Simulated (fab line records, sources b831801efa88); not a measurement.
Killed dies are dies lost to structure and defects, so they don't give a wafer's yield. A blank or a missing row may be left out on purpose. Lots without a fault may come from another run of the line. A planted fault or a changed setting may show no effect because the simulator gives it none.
fab line records | flow sky130
record lots=6 wafers=18 last_day=50
route steps=708 shown VIA1@470 METAL2@483 PAD_OPEN@708
lots that met no fault: from a run of the same line without faults
start_h: hours from the record's first day to the start of the lot's first wafer shown | wait_h: hours since the lot's step before | " the same as in the row above | L1.1+2: a row that stands for several wafers | - no value, or no start given | * or withheld: withheld | < > ~ a bound
route shown NAME@n: a module of which the file shows steps, and the number in the route of the first | usual: mean/standard deviation of fault-free wafers | same: alike in all rows | chamber/n: place in a boat | sites: the reading at each site | _std_site: their standard deviation | _edge_site: outer sites' mean less inner sites' | radius_mm: how far each site lies from the wafer's centre | mask NAME#n: copy n | behind: the tool/chamber that last shaped the wafer | hold: why the lot was held/for how many hours/how that ended | device: the transistor (n, p or np) that didn't switch | end of line: the same wafers' tests at the end of the route | a step without rows: its recipe alone | killed: dies lost to structure and defects at the first sort, not the wafer's yield | map: a wafer's dies, x killed, . not, _ none there
set.NAME: the setting as run; set.NAME@STEP: as run at that earlier step | model.NAME: the simulator's own value behind a step, which no gauge read
lots at some steps of the route; a table a step, a row a wafer
services: from which hour (start_h, from the record's first day; less than 0 if before it) a tool's chamber was out of use, for how many hours, and why
## steps
# step SKY_VIA1_CD_MEAS_12
# recipe target_cd_nm=150
# usual cd_nm=149.9/2.1
# columns lot.wafer tool chamber start_h wait_h cd_nm
L482.2 cd_sem-01 - 814.39 - 152.6
L482.4 " - " " 152.1
L482.6 " - " " 150.9
L483.1 cd_sem-02 - 823.27 - 149.4
L483.3 " - " " 148.5
L483.5 " - " " 148.2
L491.3 cd_sem-01 - 891.39 - 148.4
L491.4 " - " " 149.4
L491.5 " - " " 148.6
L493.2 cd_sem-02 - 904.34 - 145.1
L493.4 " - " " 146.3
L493.6 " - " " 147.8
L494.1 cd_sem-02 - 911.52 - 153.5
L494.2 " - " " 154.4
L494.5 " - " " 152.5
L502.3 cd_sem-02 - 961.06 - 151.9
L502.5 " - " " 153.2
L502.6 " - " " 151.9
# step SKY_VIA1_OVL_MEAS_13
# usual VIA1_OVL=-3/5.6
# columns lot.wafer tool chamber start_h wait_h VIA1_OVL[nm]
L482.2 overlay-02 - 814.49 0.1 -5
L482.4 " - " " -4
L482.6 " - " " -3
L483.1 overlay-02 - 823.39 0.1 -11
L483.3 " - " " -11
L483.5 " - " " -11
L491.3 overlay-02 - 891.48 0.1 -2
L491.4 " - " " -5
L491.5 " - " " -8
L493.2 overlay-01 - 904.44 0.1 12
L493.4 " - " " 1
L493.6 " - " " 6
L494.1 overlay-01 - 911.64 0.1 1
L494.2 " - " " -10
L494.5 " - " " -7
L502.3 overlay-01 - 961.15 0.1 -7
L502.5 " - " " -2
L502.6 " - " " -12
# step SKY_VIA1_ETCH_14
# recipe chemistry=N2/H2 target=BARC ion_energy_ev=200 source_w=500 bias_w=100 pressure_mtorr=30 n2_flow_sccm=100 h2_flow_sccm=200 stop_on=SiO2 time_s=45.9 target_depth_a=600
# usual drypump_motor_current_A=5.7/0.46 n2_flow_sccm=99.98/0.29 oes_product_au=0.855/0.005 throttle_valve_pct=13.225/0.0093
# columns lot.wafer tool chamber start_h wait_h drypump_motor_current_A n2_flow_sccm oes_product_au rf_hours_counter_h throttle_valve_pct
L482.2 rie_diel-03 0 814.52 0.0 5.4 99.92 0.863 5 13.228
L482.4 " 2 " " 5.9 100.33 0.854 5 13.228
L482.6 " 1 " " 6.4 99.90 0.857 - 13.214
L483.1 rie_diel-01 2 823.43 0.0 5.2 99.93 0.863 16 13.230
L483.3 " 1 " " 5.6 100.48 0.855 1 13.231
L483.5 " 0 " " 5.4 100.33 0.849 - 13.230
L491.3 rie_diel-02 2 891.51 0.0 6.5 100.30 0.858 3 13.220
L491.4 " 0 " " 5.4 99.72 0.852 8 13.235
L491.5 " 2 " " 6.5 99.96 0.848 - 13.219
L493.2 rie_diel-01 1 904.47 0.0 5.7 99.94 0.859 4 13.218
L493.4 " 2 " " 5.2 99.68 0.852 18 13.249
L493.6 " 1 " " 5.6 100.03 0.850 - 13.219
L494.1 rie_diel-01 2 911.68 0.0 5.3 100.46 0.852 18 13.236
L494.2 " 1 " " 5.7 100.32 0.859 4 13.215
L494.5 " 1 " " 5.7 100.45 0.854 - 13.218
L502.3 rie_diel-03 0 961.17 0.0 5.3 100.51 0.849 8 13.222
L502.5 " 0 " " 5.4 100.42 0.856 - 13.226
L502.6 " 1 " " 6.4 99.97 0.851 - 13.225
# step SKY_VIA1_ETCH_15
# recipe target=SiO2 chemistry=C4F8/O2/Ar target_depth_nm=351 stop_on=TiN mask_material=KrF-thick source_w=1500 bias_w=1200 pressure_mtorr=40 c4f8_flow_sccm=withheld O2_flow_sccm=6 Ar_flow_sccm=300 time_s=54
# step SKY_VIA1_STRIP_16
# recipe chemistry=O2/N2 power_w=1400 pressure_mtorr=1500 platen_temp_c=withheld o2_flow_sccm=3000 n2_flow_sccm=300 overash_fraction=0.5
# step SKY_VIA1_STRIP_17
# recipe chemistry=post_etch_residue_remover time_s=1200 temp_c=72.5
# step SKY_VIA1_CLEAN_18
# recipe chemistry=IPA time_s=180 temp_c=25
# step SKY_VIA1_CLEAN_19
# recipe chemistry=O3/DIW dry=n2_spin
# step SKY_VIA1_SPUTTER_20
# recipe material=TiN target_thk_nm=20 chamber_pressure_pa=5 power_w=4000 time_s=80
# usual throttle_valve_pct=30.6/1.1
# columns lot.wafer tool chamber start_h wait_h throttle_valve_pct
L482.2 pvd_sputter-03 - 815.65 0.0 30.2
L482.4 " - " " 32.1
L482.6 " - " " 30.1
L483.1 pvd_sputter-03 - 824.11 0.0 32.1
L483.3 " - " " 32.4
L483.5 " - " " 30.1
L491.3 pvd_sputter-02 - 892.29 0.0 31.5
L491.4 " - " " 29.8
L491.5 " - " " 29.6
L493.2 pvd_sputter-01 - 905.16 0.0 30.8
L493.4 " - " " 29.2
L493.6 " - " " 29.2
L494.1 pvd_sputter-03 - 912.45 0.0 32.3
L494.2 " - " " 30.0
L494.5 " - " " 31.9
L502.3 pvd_sputter-03 - 961.88 0.0 30.1
L502.5 " - " " 32.3
L502.6 " - " " 30.0
# step SKY_VIA1_CVD_21
# recipe material=W target_thk_nm=270 time_s=80.902 temp_c=400 pressure_torr=40
# step SKY_VIA1_RS_MEAS_22
# recipe thk_meas_gauge=four-point-probe reads=W_of_VIA1_CVD_21+TiN_of_VIA1_SPUTTER_20
# usual VIA1_W_RS=0.425/0.0081
# columns lot.wafer tool chamber start_h wait_h VIA1_W_RS[ohm/sq]
L482.2 film_metro-03 - 815.82 0.1 0.428
L482.4 " - " " 0.408
L482.6 " - " " 0.430
L483.1 film_metro-03 - 824.26 0.1 0.425
L483.3 " - " " 0.423
L483.5 " - " " 0.419
L491.3 film_metro-01 - 892.48 0.1 0.430
L491.4 " - " " 0.423
L491.5 " - " " 0.428
L493.2 film_metro-04 - 905.33 0.1 0.438
L493.4 " - " " 0.430
L493.6 " - " " 0.435
L494.1 film_metro-03 - 912.69 0.1 0.427
L494.2 " - " " 0.430
L494.5 " - " " 0.426
L502.3 film_metro-01 - 962.08 0.1 0.428
L502.5 " - " " 0.426
L502.6 " - " " 0.405
# step SKY_VIA1_THK_MEAS_23
# recipe thk_meas_gauge=xrf reads=W_of_VIA1_CVD_21
# usual VIA1_W_THK=268/5.4
# columns lot.wafer tool chamber start_h wait_h VIA1_W_THK[nm]
L482.2 film_metro-03 - 815.93 0.1 266
L482.4 " - " " 278
L482.6 " - " " 266
L483.1 film_metro-03 - 824.38 0.1 267
L483.3 " - " " 269
L483.5 " - " " 269
L491.3 film_metro-01 - 892.58 0.1 262
L491.4 " - " " 266
L491.5 " - " " 262
L493.2 film_metro-04 - 905.44 0.1 261
L493.4 " - " " 266
L493.6 " - " " 265
L494.1 film_metro-03 - 912.81 0.1 264
L494.2 " - " " 263
L494.5 " - " " 267
L502.3 film_metro-01 - 962.18 0.1 267
L502.5 " - " " 266
L502.6 " - " " 281
# step SKY_VIA1_CMP_24
# recipe stop_on=SiO2 t_overpolish_s=15 down_force_psi=3.5 platen_rpm=60 target_thk_nm=0 pad_velocity_m_s=0.94248
# usual motor_current_A=11.2/0.71 overpolish_run_s=15.001/0.01 time_to_endpoint_s=65.4/2.3
# columns lot.wafer tool chamber start_h wait_h motor_current_A overpolish_run_s time_to_endpoint_s model.SiO2_of_VIA1_HDPCVD_00.thk_nm
L482.4 cmp-02 1 815.98 0.0 11.1 15.001 38.8 337.7
L482.2 " 2 " " 11.5 14.999 66.4 341
L482.6 " 2 " " 11.1 14.995 63.5 339.8
L483.1 cmp-02 3 824.49 0.1 12.2 14.994 32.6 338.3
L483.3 " 0 " " 12.3 14.993 68.6 342.8
L483.5 " 3 " " 11.7 15.009 64.0 341.5
L491.3 cmp-02 0 892.62 0.0 11.7 15.014 63.9 342.2
L491.4 " 3 " " 12.3 15.020 64.1 341.3
L491.5 " 0 " " 11.9 15.002 68.4 342.2
L493.2 cmp-02 3 905.54 0.1 11.4 14.997 64.7 342.2
L493.4 " 1 " " 11.2 15.012 66.1 342.5
L493.6 " 3 " " 11.9 15.011 65.9 342.8
L494.1 cmp-01 1 913.07 0.3 11.3 15.016 63.1 342
L494.2 " 3 " " 11.3 14.998 60.7 341.6
L494.5 " 2 " " 10.7 14.989 64.6 340.1
L502.3 cmp-02 1 962.22 0.0 10.4 15.017 64.9 342
L502.6 " 1 " " 10.8 15.005 67.9 341.6
L502.5 " 2 " " 11.0 15.016 66.7 342.2
# step SKY_METAL2_SPUTTER_00
# recipe material=Ti target_thk_nm=15 power_w=3000 time_s=10 chamber_pressure_pa=0.4
# step SKY_METAL2_SPUTTER_01
# recipe material=TiN target_thk_nm=20 power_w=6500 time_s=16.7 chamber_pressure_pa=0.4
# usual throttle_valve_pct=30.2/0.9
# columns lot.wafer tool chamber start_h wait_h throttle_valve_pct
L482.2 pvd_sputter-02 - 816.30 0.0 29.2
L482.4 " - " " 30.0
L482.6 " - " " 31.6
L483.1 pvd_sputter-02 - 824.76 0.0 29.2
L483.3 " - " " 31.6
L483.5 " - " " 31.3
L491.3 pvd_sputter-02 - 892.95 0.0 29.8
L491.4 " - " " 30.0
L491.5 " - " " 29.8
L493.2 pvd_sputter-04 - 905.82 0.0 30.7
L493.4 " - " " 29.3
L493.6 " - " " 30.2
L494.1 pvd_sputter-02 - 913.40 0.0 28.9
L494.2 " - " " 29.7
L494.5 " - " " 29.8
L502.3 pvd_sputter-04 - 962.54 0.0 30.6
L502.5 " - " " 30.8
L502.6 " - " " 30.2
# step SKY_METAL2_SPUTTER_02
# recipe material=AlCu target_thk_nm=250 power_w=10600 time_s=13.3 chamber_pressure_pa=0.4
# step SKY_METAL2_SPUTTER_03
# recipe material=Ti target_thk_nm=5 power_w=3000 time_s=3.3 chamber_pressure_pa=0.4
# step SKY_METAL2_SPUTTER_04
# recipe material=TiN target_thk_nm=70 power_w=6500 time_s=58.3 chamber_pressure_pa=0.4
# usual throttle_valve_pct=30.2/0.9
# columns lot.wafer tool chamber start_h wait_h throttle_valve_pct
L482.2 pvd_sputter-02 - 816.37 0.0 28.9
L482.4 " - " " 29.6
L482.6 " - " " 31.2
L483.1 pvd_sputter-02 - 824.83 0.0 28.7
L483.3 " - " " 31.6
L483.5 " - " " 31.4
L491.3 pvd_sputter-02 - 893.01 0.0 29.8
L491.4 " - " " 29.7
L491.5 " - " " 29.8
L493.2 pvd_sputter-04 - 905.89 0.0 30.7
L493.4 " - " " 29.4
L493.6 " - " " 30.4
L494.1 pvd_sputter-02 - 913.47 0.0 29.1
L494.2 " - " " 29.4
L494.5 " - " " 29.6
L502.3 pvd_sputter-04 - 962.61 0.0 30.4
L502.5 " - " " 30.5
L502.6 " - " " 30.4
# step SKY_METAL2_RS_MEAS_05
# recipe thk_meas_gauge=four-point-probe reads=TiN_of_METAL2_SPUTTER_04+Ti_of_METAL2_SPUTTER_03+AlCu_of_METAL2_SPUTTER_02+TiN_of_METAL2_SPUTTER_01+Ti_of_METAL2_SPUTTER_00
# usual METAL2_ALCU_RS=0.1269/0.0014
# columns lot.wafer tool chamber start_h wait_h METAL2_ALCU_RS[ohm/sq]
L482.2 film_metro-02 - 816.44 0.0 0.1261
L482.4 " - " " 0.1265
L482.6 " - " " 0.1263
L483.1 film_metro-02 - 824.88 0.0 0.1262
L483.3 " - " " 0.1267
L483.5 " - " " 0.1272
L491.3 film_metro-02 - 893.10 0.1 0.1290
L491.4 " - " " 0.1286
L491.5 " - " " 0.1294
L493.2 film_metro-02 - 905.95 0.0 0.1280
L493.4 " - " " 0.1281
L493.6 " - " " 0.1273
L494.1 film_metro-02 - 913.51 0.0 0.1275
L494.2 " - " " 0.1291
L494.5 " - " " 0.1278
L502.3 film_metro-04 - 962.70 0.1 0.1270
L502.5 " - " " 0.1278
L502.6 " - " " 0.1280
# step SKY_METAL2_THK_MEAS_06
# recipe thk_meas_gauge=xrf reads=AlCu_of_METAL2_SPUTTER_02
# usual METAL2_ALCU_THK=249.5/2.7
# columns lot.wafer tool chamber start_h wait_h METAL2_ALCU_THK[nm]
L482.2 film_metro-02 - 816.55 0.1 249.9
L482.4 " - " " 249.3
L482.6 " - " " 251.6
L483.1 film_metro-02 - 825.00 0.1 251.5
L483.3 " - " " 249.7
L483.5 " - " " 249.1
L491.3 film_metro-02 - 893.20 0.1 244.3
L491.4 " - " " 245.2
L491.5 " - " " 244.8
L493.2 film_metro-02 - 906.06 0.1 247.9
L493.4 " - " " 248.2
L493.6 " - " " 248.5
L494.1 film_metro-02 - 913.63 0.1 251.0
L494.2 " - " " 247.6
L494.5 " - " " 248.9
L502.3 film_metro-04 - 962.80 0.1 249.3
L502.5 " - " " 248.5
L502.6 " - " " 247.7
# step SKY_METAL2_DEHYDRATE_07
# recipe temp_c=200 time_s=60
# step SKY_METAL2_HMDS_08
# recipe prime_time_s=60 prime_temp_c=120
# step SKY_METAL2_COAT_09
# recipe resist=BARC temp_c=withheld time_s=withheld spin_rpm=3000 resist_thk_nm=60
# step SKY_METAL2_COAT_10
# recipe resist=KrF-thick spin_rpm=3000 resist_thk_nm=450
# step SKY_METAL2_SOFTBAKE_11
# recipe temp_c=100 time_s=90 resist=KrF-thick
# step SKY_METAL2_EXPOSE_12
# recipe mask_id=MM2 na=0.8 source_shape=annular sigma_inner=0.55 sigma_outer=0.85 target_cd_nm=140 dose_mj=28
# step SKY_METAL2_PEB_13
# recipe peb_temp_c=withheld peb_time_s=withheld resist=KrF-thick
# step SKY_METAL2_DEVELOP_14
# recipe develop_time_s=60 resist=KrF-thick dev_temp_c=21
# step SKY_METAL2_CD_MEAS_15
# recipe target_cd_nm=140
# usual cd_nm=139.2/1.6
# columns lot.wafer tool chamber start_h wait_h cd_nm
L482.2 cd_sem-01 - 843.02 - 140.8
L482.4 " - " " 140.4
L482.6 " - " " 139.9
L483.1 cd_sem-02 - 851.23 - 140.7
L483.3 " - " " 140.3
L483.5 " - " " 139.1
L491.3 cd_sem-01 - 918.42 - 140.8
L491.4 " - " " 138.8
L491.5 " - " " 140.5
L493.2 cd_sem-02 - 930.77 - 143.6
L493.4 " - " " 143.1
L493.6 " - " " 144.1
L494.1 cd_sem-02 - 938.10 - 138.2
L494.2 " - " " 138.3
L494.5 " - " " 140.1
L502.3 cd_sem-01 - 986.17 - 139.6
L502.5 " - " " 138.6
L502.6 " - " " 138.9
# step SKY_METAL2_OVL_MEAS_16
# usual METAL2_OVL=-4/5.5
# columns lot.wafer tool chamber start_h wait_h METAL2_OVL[nm]
L482.2 overlay-02 - 843.13 0.1 -1
L482.4 " - " " 0
L482.6 " - " " 1
L483.1 overlay-02 - 851.37 0.1 -1
L483.3 " - " " -4
L483.5 " - " " -4
L491.3 overlay-01 - 918.51 0.1 0
L491.4 " - " " -11
L491.5 " - " " -7
L493.2 overlay-02 - 930.88 0.1 -8
L493.4 " - " " -12
L493.6 " - " " -11
L494.1 overlay-01 - 938.22 0.1 -1
L494.2 " - " " -1
L494.5 " - " " -2
L502.3 overlay-02 - 986.26 0.1 -8
L502.5 " - " " -8
L502.6 " - " " -19
# step SKY_METAL2_DESCUM_17
# recipe chemistry=O2 source_power_w=150 bias_power_w=0 pressure_mtorr=10 temp_c=40 time_s=8
# step SKY_METAL2_ETCH_18
# recipe chemistry=N2/H2 target=BARC ion_energy_ev=200 bias_w=100 pressure_mtorr=30 n2_flow_sccm=100 h2_flow_sccm=200 icp_w=500 stop_on=SiO2 time_s=45.9 target_depth_a=600
# usual drypump_motor_current_A=5.76/0.28 n2_flow_sccm=99.97/0.3 oes_product_au=0.855/0.0046 throttle_valve_pct=13.226/0.0088
# columns lot.wafer tool chamber start_h wait_h drypump_motor_current_A n2_flow_sccm oes_product_au rf_hours_counter_h throttle_valve_pct
L482.2 rie_metal-01 0 843.19 0.0 5.25 100.26 0.852 15 13.239
L482.4 " 1 " " 5.93 99.75 0.859 - 13.230
L482.6 " 1 " " 5.94 99.65 0.858 - 13.226
L483.1 rie_metal-01 0 851.44 0.0 5.24 100.39 0.855 16 13.224
L483.3 " 0 " " 5.24 100.81 0.851 - 13.238
L483.5 " 0 " " 5.24 99.97 0.858 - 13.232
L491.3 rie_metal-01 1 918.59 0.0 5.91 99.68 0.857 - 13.211
L491.4 " 0 " " 5.25 99.61 0.862 - 13.216
L491.5 " 1 " " 5.92 99.82 0.853 - 13.228
L493.2 rie_metal-01 1 930.99 0.1 5.91 100.30 0.855 - 13.226
L493.4 " 1 " " 5.90 100.19 0.854 - 13.235
L493.6 " 1 " " 5.95 99.84 0.858 - 13.242
L494.1 rie_metal-03 1 938.29 0.0 5.90 100.14 0.856 9 13.249
L494.2 " 0 " " 6.09 99.75 0.856 14 13.216
L494.5 " 1 " " 5.94 100.07 0.856 - 13.219
L502.3 rie_metal-03 0 986.34 0.0 6.14 99.87 0.860 - 13.237
L502.5 " 0 " " 6.12 100.22 0.852 - 13.222
L502.6 " 1 " " 5.92 99.94 0.858 - 13.220
# step SKY_METAL2_METAL_ETCH_19
# recipe target_depth_a=3600 stop_on=SiO2 over_etch_frac=0.3 time_s=78 chemistry=Cl2/BCl3 resist_sidewall_deg=88 pressure_mtorr=10 icp_w=900 bias_w=48.5 Cl2_flow_sccm=60 bcl3_flow_sccm=30
# usual drypump_motor_current_A=5.76/0.27 oes_product_au=0.854/0.0065 throttle_valve_pct=22.264/0.011
# columns lot.wafer tool chamber start_h wait_h drypump_motor_current_A oes_product_au rf_hours_counter_h throttle_valve_pct model.SiO2_of_VIA1_HDPCVD_00.thk_nm
L482.2 rie_metal-01 0 843.25 0.0 5.24 0.855 16 22.259 330.2
L482.4 " 1 " " 5.91 0.847 - 22.262 326.8
L482.6 " 1 " " 5.91 0.849 - 22.260 328.9
L483.1 rie_metal-01 0 851.51 0.0 5.25 0.855 16 22.273 327.4
L483.3 " 0 " " 5.23 0.854 - 22.264 331.9
L483.5 " 0 " " 5.23 0.857 - 22.274 330.6
L491.3 rie_metal-01 1 918.66 0.1 5.91 0.840 - 22.254 331.5
L491.4 " 0 " " 5.25 0.851 - 22.256 330.5
L491.5 " 1 " " 5.90 0.846 - 22.245 331.5
L493.2 rie_metal-01 1 931.13 0.1 5.88 0.852 - 22.264 331.4
L493.4 " 1 " " 5.87 0.851 - 22.281 331.7
L493.6 " 1 " " 5.89 0.849 - 22.262 332.1
L494.1 rie_metal-03 1 938.35 0.0 5.91 0.850 9 22.279 331.1
L494.2 " 0 " " 6.09 0.844 14 22.268 330.6
L494.5 " 1 " " 5.91 0.849 - 22.256 329.1
L502.3 rie_metal-03 0 986.41 0.1 6.06 0.850 - 22.268 331
L502.5 " 0 " " 6.13 0.852 - 22.272 331.1
L502.6 " 1 " " 5.89 0.847 - 22.267 330.7
# step SKY_METAL2_STRIP_20
# recipe chemistry=O2/N2 power_w=1400 pressure_mtorr=1500 platen_temp_c=withheld o2_flow_sccm=3000 n2_flow_sccm=300 overash_fraction=0.5
# step SKY_PAD_OPEN_PROBE_99
# usual defect_limited_yield=82.5/2 killed_at_M0_to_M3=44/7 killed_at_M4_up=3.0/1.7 killed_at_contacts=24/5.2 killed_at_front_end=15/4.8 killed_at_other=0.2/0.56 killed_dies=86/9.7 killed_open=47/7.1 killed_short=39/6.3 sort_bin_3_pad_short=0.9/0.4 sort_bin_5_function=10.3/1.6 sort_bin_6_memory=6.3/1.2 sort_n_pass=406/9.7 sort_yield_pct=82.5/2
# same gross_dies=492 killed_at_back_side=0 sort_bin_4_leakage[%]=0 sort_bin_8_speed[%]=0
# columns lot.wafer tool chamber start_h wait_h defect_limited_yield[%] killed_at_M0_to_M3 killed_at_M4_up killed_at_contacts killed_at_front_end killed_at_other killed_dies killed_open killed_short sort_bin_3_pad_short[%] sort_bin_5_function[%] sort_bin_6_memory[%] sort_n_pass sort_yield_pct[%]
L494.1 prober-02 - 1168.15 0.1 80.9 52 2 25 14 1 94 52 41 1.0 10.2 7.9 398 80.9
L494.2 prober-02 - 1168.20 0.1 82.5 38 3 25 20 0 86 46 40 0.6 9.6 7.3 406 82.5
L494.5 prober-02 - 1168.35 0.2 81.5 45 2 25 18 1 91 51 40 0.8 11.4 6.3 401 81.5
# killed by level:class
L494.1 VIA1:geometric_particle:open=11 LI_CONTACT:geometric_particle:open=10 METAL1:geometric_particle:short=9 VIA1:geometric_particle:short=7 VIA3:geometric_particle:open=7 CONTACT:geometric_particle:open=6 METAL2:geometric_particle:short=6 FIELD_ISO:geometric_particle:open=5
L494.2 CONTACT:geometric_particle:open=11 VIA1:geometric_particle:open=10 POLY_GATE:geometric_particle:short=7 LI_CONTACT:geometric_particle:open=6 VIA2:geometric_particle:short=5 VIA3:geometric_particle:open=5 FIELD_ISO:geometric_particle:open=4 LOCAL_INTERCONNECT:geometric_particle:short=4
L494.5 CONTACT:geometric_particle:open=10 VIA1:geometric_particle:open=9 FIELD_ISO:geometric_particle:short=8 VIA3:geometric_particle:open=7 VIA2:geometric_particle:open=6 LI_CONTACT:geometric_particle:open=5 METAL1:geometric_particle:short=5 VIA2:geometric_particle:short=5
## services
# columns tool chamber start_h hours kind
rie_metal-03 - 816.32 1.4 pm
rie_diel-02 2 868.05 2.7 repair
rie_diel-02 - 869.02 0.4 repair
rie_diel-03 0 869.24 8.0 repair
rie_diel-03 - 898.13 2.8 pm
pvd_sputter-01 - 901.78 2.0 repair
pvd_sputter-04 - 904.16 0.9 repair
rie_metal-03 0 906.95 2.2 repair
cmp-02 - 912.00 4.0 pm
cmp-02 - 916.00 - consumable_replace:conditioner
cmp-02 - 916.00 - consumable_replace:pad
cmp-01 - 918.50 5.3 pm
pvd_sputter-01 - 918.80 6.6 repair
cmp-01 - 926.55 3.8 repair
cmp-01 - 926.73 5.7 repair
rie_metal-01 0 927.42 - clean
rie_metal-01 0 927.42 19.2 scheduled_down
rie_metal-01 0 927.42 19.2 vent_cycle
rie_diel-01 2 943.47 7.2 repair
rie_diel-02 3 952.31 7.9 repair
rie_metal-03 - 958.19 2.8 pm
pvd_sputter-04 - 963.20 8.8 repair
rie_metal-01 0 975.19 22.9 repair
rie_metal-03 - 981.81 0.2 repair
## key
first_sign step=SKY_VIA1_CMP_24 reading=time_to_endpoint_s direction=down sigmas=13 usual=* struck=*
effect none on later readings
model_effect step=SKY_VIA1_CMP_24 value=SiO2_of_VIA1_HDPCVD_00.thk_nm without=340.5 struck=338
model_effect step=SKY_METAL2_METAL_ETCH_19 value=SiO2_of_VIA1_HDPCVD_00.thk_nm without=329.7 struck=327.1
met_at SKY_VIA1_CMP_24
struck_wafers L482.4,L483.1
fault kind=process_parameter_drift tool=cmp-02 chamber=- onset_h=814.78 steps=SKY_VIA1_CMP_24 channel=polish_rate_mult offset=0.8 shape=step end_h=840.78 scope=struck_wafers_only
